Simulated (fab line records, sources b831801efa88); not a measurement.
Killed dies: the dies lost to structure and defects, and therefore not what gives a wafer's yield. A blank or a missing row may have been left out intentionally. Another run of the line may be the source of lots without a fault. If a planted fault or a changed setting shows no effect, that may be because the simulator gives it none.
fab line records ; flow sky130
record lots=7; wafers=20; lastDay=50
route steps=708 shown FIELD_ISO@13 PAD_OPEN@708
lots untouched by any fault: they come from a run of this same line in which no faults occurred
startH: the number of hours between the record's first day and the start of the first shown wafer of the lot ; waitH: hours from the lot's prior step to this one ; " the same as in the row above ; L1.1+2: one row covering several wafers at once ; - no value present, or no start provided ; * or withheld: withheld ; < > ~ a bound
route shown NAME@n: NAME is a module with steps in the file, n the number in the route of the first one ; usual: mean/standard deviation of fault-free wafers ; same: alike in all rows ; chamber/n: place in a boat ; sites: the reading at each site ; _std_site: how widely they spread, as a standard deviation ; _edge_site: the outer-site mean with the inner-site mean subtracted ; radiusMm: for every site, how far away it sits from the centre of the wafer ; mask NAME#n: copy n ; behind: the last tool/chamber to shape the wafer ; hold: cause of the lot's hold/its duration in hours/its outcome ; device: names the non-switching transistor (n, p or np) ; end of line: the same wafers' tests at the end of the route ; a step with no rows: only its recipe ; killed: not the wafer's yield, but the dies lost to structure and defects at the first sort ; map: shows each die of a wafer: x if killed, . if not, _ if none is there
set.NAME: the run value of the setting; set.NAME@STEP: its run value at that earlier step ; model.NAME: the simulator's own value behind a step, which no gauge read
lots at selected steps of the route; one table per step, one row per wafer
services: when a tool's chamber went out of use (startH, in hours from the record's first day, below 0 if earlier), for how many hours, and the reason
## steps
# step SKY_FIELD_ISO_DEVELOP_12
# recipe developTimeS=60; resist=KrF-thick; devTempC=21
# step SKY_FIELD_ISO_CD_MEAS_13
# recipe targetCdNm=150
# usual cdNm=150.3/1.4
lot.wafer;tool;chamber;startH;waitH;cdNm
L454.1;cdSem-01;-;35.86;-;151.7
L454.5;cdSem-01;-;35.86;-;151.4
L454.6;cdSem-01;-;35.86;-;150.9
L461.2;cdSem-02;-;69.69;-;149.4
L461.4;cdSem-02;-;69.69;-;148.0
L461.6;cdSem-02;-;69.69;-;148.0
L463.1;cdSem-01;-;81.02;-;153.3
L463.3;cdSem-01;-;81.02;-;152.8
L463.6;cdSem-01;-;81.02;-;153.9
L465.3;cdSem-02;-;90.21;-;147.4
L465.4;cdSem-02;-;90.21;-;147.7
L465.6;cdSem-02;-;90.21;-;147.8
L466.1;cdSem-01;-;98.73;-;148.5
L466.4;cdSem-01;-;98.73;-;149.7
L466.5;cdSem-01;-;98.73;-;150.1
L469.1;cdSem-02;-;111.92;-;151.2
L469.3;cdSem-02;-;111.92;-;152.1
L473.2;cdSem-02;-;134.09;-;151.2
L473.4;cdSem-02;-;134.09;-;150.7
L473.6;cdSem-02;-;134.09;-;150.4
# step SKY_FIELD_ISO_ETCH_14
# recipe chemistry=N2/H2; target=BARC; ionEnergyEv=200; sourceW=500; biasW=100; pressureMtorr=30; n2FlowSccm=100; h2FlowSccm=200; stopOn=SiO2; timeS=45.9; targetDepthA=600
# usual biasW=100.02/0.3; drypumpMotorCurrentA=5.7/0.4; oesProductAu=0.855/0.0049; throttleValvePct=13.225/0.0084
lot.wafer;tool;chamber;startH;waitH;biasW;drypumpMotorCurrentA;oesProductAu;rfHoursCounterH;throttleValvePct
L454.1;rieDiel-01;1;35.98;0.1;100.16;5.3;0.856;122;13.223
L454.5;rieDiel-01;1;35.98;0.1;100.06;5.3;0.849;-;13.242
L454.6;rieDiel-01;2;35.98;0.1;99.86;6.0;0.861;-;13.215
L461.2;rieDiel-01;0;69.79;0.1;100.18;5.7;0.864;138;13.234
L461.4;rieDiel-01;3;69.79;0.1;99.72;5.4;0.848;0;13.217
L461.6;rieDiel-01;0;69.79;0.1;100.22;5.7;0.853;-;13.231
L463.1;rieDiel-01;2;81.14;0.1;99.72;6.0;0.862;95;13.224
L463.3;rieDiel-01;1;81.14;0.1;99.89;5.3;0.852;123;13.223
L463.6;rieDiel-01;1;81.14;0.1;99.82;5.3;0.849;-;13.230
L465.3;rieDiel-04;1;90.29;0.1;99.46;5.5;0.869;155;13.214
L465.4;rieDiel-04;3;90.29;0.1;99.96;5.7;0.859;129;13.221
L465.6;rieDiel-04;3;90.29;0.1;99.66;5.7;0.854;-;13.222
L466.1;rieDiel-02;0;98.85;0.1;100.24;6.0;0.853;130;13.233
L466.4;rieDiel-02;1;98.85;0.1;100.47;6.0;0.852;-;13.222
L466.5;rieDiel-02;0;98.85;0.1;100.17;6.1;0.861;-;13.229
L469.1;rieDiel-02;0;112.04;0.1;100.20;6.1;0.855;130;13.234
L469.3;rieDiel-02;2;112.04;0.1;99.85;5.7;0.854;115;13.219
L473.2;rieDiel-04;0;134.19;0.1;99.97;6.3;0.862;63;13.246
L473.4;rieDiel-04;3;134.19;0.1;100.18;5.7;0.847;130;13.227
L473.6;rieDiel-04;1;134.19;0.1;100.63;5.6;0.863;-;13.209
# step SKY_FIELD_ISO_ETCH_15
# recipe chemistry=CHF3/O2; targetDepthNm=180; stopOn=Si; sourceW=600; biasW=200; pressureMtorr=40; chf3FlowSccm=50; O2_flow_sccm=5; timeS=72
# usual biasW=200.0/0.64; drypumpMotorCurrentA=5.7/0.39; oesProductAu=0.948/0.007; throttleValvePct=8.845/0.009
lot.wafer;tool;chamber;startH;waitH;biasW;drypumpMotorCurrentA;oesProductAu;rfHoursCounterH;throttleValvePct
L454.1;rieDiel-01;1;36.02;0.0;200.5;5.3;0.958;122;8.853
L454.5;rieDiel-01;1;36.02;0.0;200.0;5.3;0.948;-;8.840
L454.6;rieDiel-01;2;36.02;0.0;198.5;6.0;0.946;-;8.839
L461.2;rieDiel-01;0;69.83;0.0;199.9;5.7;0.942;138;8.852
L461.4;rieDiel-01;3;69.83;0.0;199.0;5.4;0.952;0;8.833
L461.6;rieDiel-01;0;69.83;0.0;200.4;5.7;0.947;-;8.845
L463.1;rieDiel-01;2;81.18;0.0;199.6;6.0;0.931;95;8.847
L463.3;rieDiel-01;1;81.18;0.0;200.2;5.3;0.938;123;8.826
L463.6;rieDiel-01;1;81.18;0.0;200.2;5.3;0.950;-;8.837
L465.3;rieDiel-04;1;90.33;0.0;200.3;5.5;0.949;155;8.846
L465.4;rieDiel-04;3;90.33;0.0;199.1;5.7;0.942;130;8.838
L465.6;rieDiel-04;3;90.33;0.0;198.6;5.7;0.940;-;8.862
L466.1;rieDiel-02;0;98.89;0.0;200.6;6.1;0.948;130;8.848
L466.4;rieDiel-02;1;98.89;0.0;199.9;6.0;0.940;-;8.847
L466.5;rieDiel-02;0;98.89;0.0;199.9;6.0;0.936;-;8.837
L469.1;rieDiel-02;0;112.08;0.0;199.9;6.1;0.948;130;8.850
L469.3;rieDiel-02;2;112.08;0.0;200.5;5.6;0.951;115;8.837
L473.2;rieDiel-04;0;134.23;0.0;199.1;6.2;0.941;63;8.843
L473.4;rieDiel-04;3;134.23;0.0;199.3;5.7;0.941;130;8.846
L473.6;rieDiel-04;1;134.23;0.0;200.9;5.5;0.948;-;8.835
# step SKY_FIELD_ISO_STRIP_16
# recipe chemistry=O2/N2; powerW=1400; pressureMtorr=1500; platenTempC=withheld; o2FlowSccm=3000; n2FlowSccm=300; overashFraction=0.5
# usual drypumpMotorCurrentA=5.49/0.19; oesProductAu=0.377/0.0048; stripTimeToEndpointS=3.55/0.032
lot.wafer;tool;chamber;startH;waitH;drypumpMotorCurrentA;oesProductAu;rfHoursCounterH;stripTimeToEndpointS
L454.1;plasmaAsher-02;0;36.08;0.0;5.32;0.380;36;3.58
L454.5;plasmaAsher-02;1;36.08;0.0;5.67;0.382;-;3.57
L454.6;plasmaAsher-02;0;36.08;0.0;5.31;0.381;-;3.63
L461.2;plasmaAsher-04;0;69.89;0.0;5.54;0.379;38;3.55
L461.4;plasmaAsher-04;1;69.89;0.0;5.19;0.379;-;3.57
L461.6;plasmaAsher-04;1;69.89;0.0;5.18;0.378;-;3.53
L463.1;plasmaAsher-02;1;81.24;0.0;5.66;0.380;41;3.61
L463.3;plasmaAsher-02;1;81.24;0.0;5.68;0.377;-;3.57
L463.6;plasmaAsher-02;0;81.24;0.0;5.34;0.382;-;3.60
L465.3;plasmaAsher-03;1;90.42;0.1;5.74;0.371;-;3.52
L465.4;plasmaAsher-03;0;90.42;0.1;5.58;0.376;-;3.54
L465.6;plasmaAsher-03;0;90.42;0.1;5.57;0.376;-;3.54
L466.1;plasmaAsher-02;0;98.95;0.0;5.32;0.376;42;3.59
L466.4;plasmaAsher-02;1;98.95;0.0;5.69;0.378;-;3.58
L466.5;plasmaAsher-02;1;98.95;0.0;5.71;0.381;-;3.57
L469.1;plasmaAsher-02;0;112.14;0.0;5.32;0.372;44;3.57
L469.3;plasmaAsher-02;0;112.14;0.0;5.32;0.385;-;3.50
L473.2;plasmaAsher-02;0;134.29;0.0;5.31;0.365;46;3.49
L473.4;plasmaAsher-02;0;134.29;0.0;5.33;0.380;-;3.54
L473.6;plasmaAsher-02;1;134.29;0.0;5.67;0.382;-;3.53
# step SKY_FIELD_ISO_ETCH_17
# recipe targetDepthA=3420; maskMaterial=Si3N4; chemistry=HBr/Cl2/O2; target=Si; taperDeg=5; icpW=600; biasW=150; pressureMtorr=15; HBr_flow_sccm=150; Cl2_flow_sccm=40; O2_flow_sccm=6; timeS=97.7
# usual biasW=150.0/0.4; drypumpMotorCurrentA=5.80/0.3; oesProductAu=1.003/0.0084; throttleValvePct=25.654/0.01
lot.wafer;tool;chamber;startH;waitH;biasW;drypumpMotorCurrentA;oesProductAu;rfHoursCounterH;throttleValvePct
L454.1;rieSi-02;3;36.18;0.1;149.8;6.09;1.012;107;25.656
L454.5;rieSi-02;2;36.18;0.1;149.9;5.97;1.005;-;25.656
L454.6;rieSi-02;3;36.18;0.1;149.7;6.08;1.001;-;25.657
L461.2;rieSi-02;3;69.99;0.1;149.4;6.12;1.006;107;25.647
L461.4;rieSi-02;1;69.99;0.1;150.2;5.96;0.996;1;25.656
L461.6;rieSi-02;3;69.99;0.1;150.2;6.12;1.004;-;25.668
L463.1;rieSi-01;2;81.34;0.1;149.7;5.27;1.006;82;25.643
L463.3;rieSi-01;3;81.34;0.1;149.9;5.29;1.004;33;25.661
L463.6;rieSi-01;0;81.34;0.1;150.6;5.88;1.010;-;25.652
L465.3;rieSi-02;0;90.49;0.0;149.7;5.37;1.001;107;25.656
L465.4;rieSi-02;1;90.49;0.0;149.1;6.00;0.985;1;25.650
L465.6;rieSi-02;2;90.49;0.0;150.2;5.96;1.006;-;25.654
L466.1;rieSi-02;0;99.05;0.1;149.5;5.39;1.007;107;25.647
L466.4;rieSi-02;3;99.05;0.1;150.1;6.11;0.998;107;25.663
L466.5;rieSi-02;2;99.05;0.1;150.6;5.98;1.007;-;25.640
L469.1;rieSi-02;2;112.24;0.1;150.0;6.01;1.017;129;25.650
L469.3;rieSi-02;3;112.24;0.1;151.2;6.13;1.006;108;25.651
L473.2;rieSi-01;3;134.39;0.1;150.9;5.31;1.001;33;25.641
L473.4;rieSi-01;0;134.39;0.1;149.2;5.85;0.993;40;25.658
L473.6;rieSi-01;1;134.39;0.1;150.4;5.65;1.006;-;25.660
# step SKY_FIELD_ISO_WET_ETCH_18
# recipe chemistry=H3PO4; targetDepthNm=25; tempC=160; target=Si3N4; timeS=286
# step SKY_FIELD_ISO_CLEAN_19
# recipe chemistry=SC1/SC2; mix=1:4:20; tempC=70; timeS=150
# step SKY_FIELD_ISO_CLEAN_20
# recipe chemistry=dHF; timeS=20; dilution=100:1
# step SKY_FIELD_ISO_WET_ETCH_21
# recipe chemistry=dHF; dilution=100:1; targetDepthNm=20; dry=ipaMarangoni; target=SiO2; tempC=25; timeS=400
# step SKY_FIELD_ISO_OXIDATION_22
# recipe tempC=950; ambient=O2; stabiliseS=600; purgeS=300; targetThkA=100; oxTimeS=623
# step SKY_FIELD_ISO_THK_MEAS_23
# recipe reads=SiO2_of_FIELD_ISO_OXIDATION_22
# usual FIELD_ISO_OXIDATION_01_THK=9.95/0.18
lot.wafer;tool;chamber;startH;waitH;FIELD_ISO_OXIDATION_01_THK[nm]
L454.1;filmMetro-03;-;37.80;0.0;10.17
L454.5;filmMetro-03;-;37.80;0.0;10.17
L454.6;filmMetro-03;-;37.80;0.0;10.08
L461.2;filmMetro-01;-;72.81;0.0;10.16
L461.4;filmMetro-01;-;72.81;0.0;10.15
L461.6;filmMetro-01;-;72.81;0.0;10.18
L463.1;filmMetro-03;-;83.39;0.0;9.57
L463.3;filmMetro-03;-;83.39;0.0;9.57
L463.6;filmMetro-03;-;83.39;0.0;9.46
L465.3;filmMetro-03;-;92.83;0.0;10.20
L465.4;filmMetro-03;-;92.83;0.0;10.18
L465.6;filmMetro-03;-;92.83;0.0;10.03
L466.1;filmMetro-03;-;100.59;0.0;10.22
L466.4;filmMetro-03;-;100.59;0.0;10.11
L466.5;filmMetro-03;-;100.59;0.0;10.13
L469.1;filmMetro-03;-;115.18;0.1;9.95
L469.3;filmMetro-03;-;115.18;0.1;9.98
L473.2;filmMetro-04;-;136.35;0.0;9.70
L473.4;filmMetro-04;-;136.35;0.0;9.79
L473.6;filmMetro-04;-;136.35;0.0;9.53
# step SKY_FIELD_ISO_CVD_24
# recipe material=SiO2; targetThkNm=595; tempC=650; sigmaOpenFrac=0.3; timeS=99.2; sih4FlowSccm=60; pressureMtorr=6
lot.wafer;tool;chamber;startH;waitH;model.SiO2_of_FIELD_ISO_CVD_24.thkNm
L454.1;hdpcvd-01;1;37.87;0.1;599.2
L454.5;hdpcvd-01;0;37.87;0.1;592.6
L454.6;hdpcvd-01;1;37.87;0.1;596.1
L461.2;hdpcvd-02;1;72.86;0.0;602.3
L461.4;hdpcvd-02;0;72.86;0.0;599.3
L461.6;hdpcvd-02;1;72.86;0.0;596.4
L463.1;hdpcvd-02;1;83.45;0.1;763
L463.3;hdpcvd-02;0;83.45;0.1;771.1
L463.6;hdpcvd-02;2;83.45;0.1;597.4
L465.3;hdpcvd-01;1;92.86;0.0;594.8
L465.4;hdpcvd-01;0;92.86;0.0;595.2
L465.6;hdpcvd-01;1;92.86;0.0;596.5
L466.1;hdpcvd-02;1;100.65;0.1;762.2
L466.4;hdpcvd-02;1;100.65;0.1;593.9
L466.5;hdpcvd-02;2;100.65;0.1;588.7
L469.1;hdpcvd-02;1;115.24;0.1;771.7
L469.3;hdpcvd-02;2;115.24;0.1;767.6
L473.2;hdpcvd-01;2;136.40;0.0;600.1
L473.4;hdpcvd-01;2;136.40;0.0;604.2
L473.6;hdpcvd-01;1;136.40;0.0;597.2
# step SKY_FIELD_ISO_THK_MEAS_25
# recipe reads=SiO2_of_FIELD_ISO_CVD_24
# usual FIELD_ISO_CVD_24_THK=594/6
lot.wafer;tool;chamber;startH;waitH;FIELD_ISO_CVD_24_THK[nm]
L454.1;filmMetro-04;-;37.94;0.0;600
L454.5;filmMetro-04;-;37.94;0.0;593
L454.6;filmMetro-04;-;37.94;0.0;596
L461.2;filmMetro-04;-;72.95;0.0;602
L461.4;filmMetro-04;-;72.95;0.0;600
L461.6;filmMetro-04;-;72.95;0.0;597
L463.1;filmMetro-04;-;83.52;0.0;763
L463.3;filmMetro-04;-;83.52;0.0;771
L463.6;filmMetro-04;-;83.52;0.0;597
L465.3;filmMetro-01;-;92.96;0.1;595
L465.4;filmMetro-01;-;92.96;0.1;595
L465.6;filmMetro-01;-;92.96;0.1;597
L466.1;filmMetro-01;-;100.76;0.1;762
L466.4;filmMetro-01;-;100.76;0.1;595
L466.5;filmMetro-01;-;100.76;0.1;589
L469.1;filmMetro-03;-;115.35;0.1;771
L469.3;filmMetro-03;-;115.35;0.1;768
L473.2;filmMetro-04;-;136.48;0.0;600
L473.4;filmMetro-04;-;136.48;0.0;604
L473.6;filmMetro-04;-;136.48;0.0;596
# step SKY_FIELD_ISO_ANNEAL_26
# recipe tempC=1000; timeS=1800; ambient=N2
# step SKY_FIELD_ISO_CMP_27
# recipe stopOn=Si3N4; tOverpolishS=16; downForcePsi=4; platenRpm=60; targetThkNm=457.8; padVelocityMS=0.94248
# usual motorCurrentA=11.0/1.2; timeToEndpointS=112/3.8
lot.wafer;tool;chamber;startH;waitH;motorCurrentA;timeToEndpointS
L454.1;cmp-01;0;39.55;0.1;11.8;110
L454.6;cmp-01;3;39.55;0.1;12.0;113
L454.5;cmp-01;0;39.55;0.1;11.7;109
L461.2;cmp-02;0;75.65;0.0;12.2;110
L461.4;cmp-02;2;75.65;0.0;8.6;114
L461.6;cmp-02;0;75.65;0.0;12.4;110
L463.1;cmp-02;1;85.65;0.1;11.5;138
L463.3;cmp-02;3;85.65;0.1;11.4;139
L463.6;cmp-02;0;85.65;0.1;12.7;108
L465.3;cmp-02;2;94.50;0.0;8.1;113
L465.4;cmp-02;1;94.50;0.0;12.0;110
L465.6;cmp-02;3;94.50;0.0;11.5;108
L466.4;cmp-01;1;103.60;0.0;10.8;112
L466.1;cmp-01;2;103.60;0.0;9.7;140
L466.5;cmp-01;2;103.60;0.0;9.8;109
L469.3;cmp-01;3;119.10;0.0;12.3;146
L469.1;cmp-01;0;119.10;0.0;11.4;146
L473.4;cmp-01;1;138.03;0.0;11.3;113
L473.2;cmp-01;0;138.03;0.0;11.9;115
L473.6;cmp-01;1;138.03;0.0;11.0;109
# step SKY_FIELD_ISO_WET_ETCH_28
# recipe chemistry=dHF; targetDepthNm=23.7; target=SiO2; dilution=10:1; tempC=25; timeS=47
# step SKY_PAD_OPEN_PROBE_99
# usual killed_at_M0_to_M3=45/6.8; killed_at_M4_up=3.2/1.6; killedAtContacts=24/5.1; killedAtFrontEnd=14/4.4; killedAtOther=0.4/0.65; killedDies=87/8.8; killedOpen=47/7.2; killedShort=39/6.1
# same grossDies=492; killedAtBackSide=0
lot.wafer;tool;chamber;startH;waitH;killed_at_M0_to_M3;killed_at_M4_up;killedAtContacts;killedAtFrontEnd;killedAtOther;killedDies;killedOpen;killedShort
L461.2;prober-02;-;1123.79;0.1;44;4;25;14;1;88;47;41
L461.4;prober-02;-;1123.89;0.2;31;4;22;14;0;71;30;41
L461.6;prober-02;-;1123.99;0.2;42;1;31;17;0;91;46;45
L465.3;prober-01;-;1143.51;0.2;44;3;27;19;0;93;45;47
L465.4;prober-01;-;1143.56;0.2;51;3;20;20;1;95;55;40
L465.6;prober-01;-;1143.66;0.2;54;3;24;8;0;89;50;38
L469.3;prober-02;-;1170.09;0.2;40;2;25;13;0;80;35;45
# killed by level:class
L461.2 CONTACT:geometricParticle:open=9 VIA1:geometricParticle:open=9 VIA3:geometricParticle:open=8 METAL1:geometricParticle:short=6 VIA2:geometricParticle:open=6 FIELD_ISO:geometricParticle:open=5 LI_CONTACT:geometricParticle:open=5 METAL2:geometricParticle:short=5
L461.4 CONTACT:geometricParticle:open=6 VIA1:geometricParticle:open=6 VIA3:geometricParticle:short=6 FIELD_ISO:geometricParticle:short=4 POLY_GATE:geometricParticle:open=4 POLY_GATE:geometricParticle:short=4 LI_CONTACT:geometricParticle:open=4 LOCAL_INTERCONNECT:geometricParticle:short=4
L461.6 CONTACT:geometricParticle:open=13 VIA1:geometricParticle:short=12 LI_CONTACT:geometricParticle:open=6 LOCAL_INTERCONNECT:geometricParticle:short=6 VIA3:geometricParticle:open=5 FIELD_ISO:geometricParticle:open=4 METAL1:geometricParticle:short=4 METAL3:geometricParticle:short=4
L465.3 VIA1:geometricParticle:open=12 CONTACT:geometricParticle:open=10 POLY_GATE:geometricParticle:open=7 CONTACT:geometricParticle:short=6 VIA3:geometricParticle:open=6 POLY_GATE:geometricParticle:short=5 METAL2:geometricParticle:short=5 FIELD_ISO:geometricParticle:short=4
L465.4 VIA1:geometricParticle:open=12 METAL2:geometricParticle:short=9 FIELD_ISO:geometricParticle:open=8 VIA3:geometricParticle:open=8 METAL1:geometricParticle:short=7 LI_CONTACT:geometricParticle:open=6 CONTACT:geometricParticle:open=6 VIA2:geometricParticle:open=6
L465.6 VIA2:geometricParticle:open=14 VIA1:geometricParticle:open=11 VIA1:geometricParticle:short=9 CONTACT:geometricParticle:open=8 LOCAL_INTERCONNECT:geometricParticle:short=7 LI_CONTACT:geometricParticle:open=6 VIA3:geometricParticle:open=5 POLY_GATE:geometricParticle:short=4
L469.3 CONTACT:geometricParticle:open=8 METAL1:geometricParticle:short=8 VIA1:geometricParticle:open=7 METAL2:geometricParticle:short=7 LI_CONTACT:geometricParticle:open=6 FIELD_ISO:geometricParticle:short=5 FIELD_ISO:geometricParticle:open=4 CONTACT:geometricParticle:short=4
## services
tool;chamber;startH;hours;kind
rieDiel-02;0;12.62;11.0;repair
rieDiel-02;2;20.50;1.3;repair
hdpcvd-02;-;21.40;6.0;pm
cmp-02;-;27.68;5.5;repair
cmp-01;-;31.51;0.9;repair
cmp-02;-;31.59;1.5;repair
rieDiel-01;3;46.71;-;clean
rieDiel-01;3;46.71;15.6;scheduledDown
rieDiel-01;3;46.71;15.6;ventCycle
plasmaAsher-03;-;61.52;14.6;pm
cmp-02;-;64.00;4.0;pm
hdpcvd-01;-;66.75;15.0;pm
cmp-01;-;83.29;1.1;repair
rieDiel-01;1;85.00;8.4;repair
hdpcvd-02;0;85.66;154.5;repair
rieSi-02;-;94.53;3.7;repair
rieSi-01;-;94.55;0.3;repair
rieDiel-02;2;96.72;12.1;repair
rieDiel-02;1;99.67;1.6;repair
plasmaAsher-03;-;106.84;2.8;pm
plasmaAsher-04;-;108.75;9.0;pm
rieSi-01;-;111.32;0.4;repair
plasmaAsher-03;-;111.70;3.8;repair
cmp-02;-;126.40;4.2;pm
## key
firstSign step=SKY_FIELD_ISO_THK_MEAS_25; reading=FIELD_ISO_CVD_24_THK; direction=up; sigmas=29; usual=594; struck=767
effect step=SKY_FIELD_ISO_CMP_27; reading=timeToEndpointS; direction=up; sigmas=7.8; usual=*; struck=*
modelEffect step=SKY_FIELD_ISO_CVD_24; value=SiO2_of_FIELD_ISO_CVD_24.thkNm; without=590.2; struck=767.1
metAt SKY_FIELD_ISO_CVD_24
struckWafers L463.1,L463.3,L466.1,L469.1,L469.3
testerLeftOut L463,L466,L469
onsetBetween 72.86 83.45
fault kind=processParameterDrift; tool=hdpcvd-02; chamber=-; onsetH=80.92; steps=SKY_FIELD_ISO_CVD_24; channel=targetThkNm; offset=176.93; shape=step; endH=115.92; scope=struckWafersOnly; actsIn=theseRecipesOnly; stated=595
# testerLeftOut: of these lots the tester's yield and bins aren't shown, on N5 and GAA mostly nor the transistor test; their killed dies are dies lost to structure and defects alone, not to doping, threshold or leakage, so they don't give the yield
